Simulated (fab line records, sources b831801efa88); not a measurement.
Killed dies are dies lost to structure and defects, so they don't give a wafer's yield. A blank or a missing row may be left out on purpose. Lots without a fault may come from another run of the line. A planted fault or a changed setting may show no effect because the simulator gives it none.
Tool commonality check | flow gf180mcu | 14 lots, 48 wafers sampled

WHY IT WAS OPENED
At GF_HV_LDD_TW_MEAS_23 the reading HV_LDD_2_TW is flagged on 2 of 14 lots. Wafers without a fault read 1053, standard deviation 9.8.
Rule: a lot is flagged when every wafer of it that has a number lies more than 4 standard deviations from that mean, or none has a number. The other lots count as sound.

lot  | measured     | on            | HV_LDD_2_TW, wafer by wafer | flag
L210 | day 10 21:10 | film_metro-03 | 1045 1049 1048              |
L211 | day 11 08:25 | film_metro-03 | 1053 1050 1047              |
L213 | day 11 18:39 | film_metro-01 | 1051 1060 1057              |
L214 | day 12 04:04 | film_metro-02 | 1051 1063 1062              |
L215 | day 12 07:37 | film_metro-01 | 1053 1050 1046              |
L216 | day 12 19:50 | film_metro-02 | 1066 1061 1056              |
L217 | day 13 04:48 | film_metro-02 | 1061 1056 1057              |
L219 | day 13 21:55 | film_metro-02 | 1057 1054 1059              |
L223 | day 15 11:04 | film_metro-03 | 958 955 959 954 956 951     | FLAGGED
L225 | day 15 20:59 | film_metro-03 | 952 952 955 950 951 954     | FLAGGED
L224 | day 15 22:12 | film_metro-02 | 1056 1056 1057              |
L226 | day 16 01:27 | film_metro-03 | 1041 1037 1035              |
L229 | day 17 01:55 | film_metro-01 | 1048 1048 1047              |
L230 | day 17 10:22 | film_metro-01 | 1046 1056 1050              |
The numbers of the flagged lots are 954 on average: -99 against the usual, or -10 standard deviations.

WHICH TOOL RAN EACH LOT
The record holds 1 process step before the reading, out of a route of 602 steps. In each cell: the tool, then ch and the chambers that the sampled wafers went through, then the start.
lot  | flag    | GF_HV_LDD_IMPLANT_21
L210 |         | implanter-02 ch 0, day 10 20:56
L211 |         | implanter-04 ch 0, day 11 08:11
L213 |         | implanter-02 ch 0, day 11 18:24
L214 |         | implanter-01 ch 0, day 12 03:50
L215 |         | implanter-01 ch 0, day 12 07:23
L216 |         | implanter-02 ch 0, day 12 19:37
L217 |         | implanter-02 ch 0, day 13 04:33
L219 |         | implanter-02 ch 0, day 13 21:41
L223 | FLAGGED | implanter-02 ch 0, day 15 10:50
L225 | FLAGGED | implanter-02 ch 0, day 15 20:44
L224 |         | implanter-01 ch 0, day 15 21:58
L226 |         | implanter-01 ch 0, day 16 01:13
L229 |         | implanter-01 ch 0, day 17 01:40
L230 |         | implanter-01 ch 0, day 17 10:00
What these steps do:
- GF_HV_LDD_IMPLANT_21
- GF_HV_LDD_TW_MEAS_23

FLAGGED OVER TOTAL, TOOL BY TOOL (the gauges that took the reading come last)
step                 | tool          | lots run | flagged | share of the flagged lots | sound lots run after its first flagged lot
GF_HV_LDD_IMPLANT_21 | implanter-01  | 6        | 0       | none                      | -
GF_HV_LDD_IMPLANT_21 | implanter-02  | 7        | 2       | all                       | 0
GF_HV_LDD_IMPLANT_21 | implanter-04  | 1        | 0       | none                      | -
GF_HV_LDD_TW_MEAS_23 | film_metro-01 | 4        | 0       | none                      | -
GF_HV_LDD_TW_MEAS_23 | film_metro-02 | 5        | 0       | none                      | -
GF_HV_LDD_TW_MEAS_23 | film_metro-03 | 5        | 2       | all                       | 1 (L226)

WHAT THE TABLE ALLOWS
2 rows of the table ran every flagged lot: implanter-02 at GF_HV_LDD_IMPLANT_21, film_metro-03 at GF_HV_LDD_TW_MEAS_23.
- implanter-02 at GF_HV_LDD_IMPLANT_21: 2 of its 7 lots flagged. Its last sound lot is L219 (day 13 21:41), its first flagged lot L223 (day 15 10:50): a fault that began between those two fits. Its own readings lie more than 4 standard deviations out on every wafer of the flagged lots: beam_energy_keV.
- film_metro-03 at GF_HV_LDD_TW_MEAS_23: 2 of its 5 lots flagged. Sound lots ran on it after the first flagged one (L226), which a lasting fault on the whole tool wouldn't allow.
One tool is left: implanter-02 at GF_HV_LDD_IMPLANT_21.

WHAT THE SIMULATOR HAD PUT IN
Process parameter drift: implanter-02, from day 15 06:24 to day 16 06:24, at GF_HV_LDD_IMPLANT_21. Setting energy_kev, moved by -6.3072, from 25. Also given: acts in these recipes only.
Lots struck among those shown: L223, L225. The rule above found the same.
